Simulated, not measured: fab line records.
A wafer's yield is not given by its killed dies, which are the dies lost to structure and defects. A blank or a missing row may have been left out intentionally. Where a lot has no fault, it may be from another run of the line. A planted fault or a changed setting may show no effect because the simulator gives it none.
A struck lot beside a sound one ; flow sky130 ; 14 out of 708 route steps
Sound: wafers L557.2, L557.5, L557.6. Wafers L548.3, L548.4, L548.6 were the ones struck. At the end, the cause is stated.
Each step with rows lists, per side, the tool, then ch with its chambers, then its first start. Under that, the readings that differ: sound wafers ; struck wafers ; difference of the means ; sigmas: that difference in standard deviations of wafers without a fault.
alike: readings whose means differ by less than 2 such deviations, and words and numbers that are the same on both sides. not compared: withheld readings, readings that some wafer has no value for, bounds like >300 that may hide the same value, and numbers for which the record gives no deviation and whose values overlap.
The two part at a step that has a row with sigmas, a row that says differs or no value, or rows on one side only. Non-overlapping numbers with no deviation appear without sigmas and do not part them. Lack of a reading on every wafer of one side parts them only where that side has two or more wafers.

first, 2 steps without rows for these wafers: SKY_RES_PROTECT_DEVELOP_06 (develop time 60 s); SKY_POLY_GATE_IMPLANT_02.
SKY_RES_PROTECT_STRIP_07: strips in O2/N2.
  sound on plasma-asher-04 ch 0,1, day 21 17:15; struck on plasma-asher-04 ch 0,1, day 19 07:25
  alike: chamber-pressure-mTorr, drypump-motor-current-A, oes-product-au, strip-time-to-endpoint-s
  not compared: rf-hours-counter-h
SKY_RES_PROTECT_TW_MEAS_08:
  struck on film-metro-03, day 19 07:31; sound on film-metro-03, day 21 17:22
  alike: POLY_GATE_TW
then, 2 steps without rows for these wafers: SKY_RES_PROTECT_CLEAN_09 (cleans in SC1/SC2, time 150 s); SKY_POLY_GATE_CVD_03 (deposits Si3N4 from DCS/NH3, target thk 75 nm, time 1290 s).
SKY_POLY_GATE_THK_MEAS_04:
  struck on film-metro-02, day 19 10:02; sound on film-metro-03, day 21 18:50
  alike: POLY_GATE_CVD_03_THK
then, 5 steps without rows for these wafers: SKY_POLY_GATE_DEHYDRATE_05 (time 60 s); SKY_POLY_GATE_HMDS_06 (prime time 60 s); SKY_POLY_GATE_COAT_07 (resist thk 110 nm); SKY_POLY_GATE_COAT_08 (resist thk 450 nm); SKY_POLY_GATE_SOFTBAKE_09 (time 90 s).
SKY_POLY_GATE_EXPOSE_10: exposes mask P1M, target cd 150 nm.
  struck on krf-scanner-01, day 20 01:40; sound on krf-scanner-01 ch 0, day 22 10:37
  no value came back on the struck wafers for exposure-dose-mJ-cm2, focus-offset-nm (nm); on the sound wafers exposure-dose-mJ-cm2 reads 27.809 27.863 27.846
  alike: mask
next, for these wafers, 1 step has no rows: SKY_POLY_GATE_PEB_11.

## WHERE THEY PART
Only at SKY_POLY_GATE_EXPOSE_10, as far as this record shows.

WHY: what the simulator had put in
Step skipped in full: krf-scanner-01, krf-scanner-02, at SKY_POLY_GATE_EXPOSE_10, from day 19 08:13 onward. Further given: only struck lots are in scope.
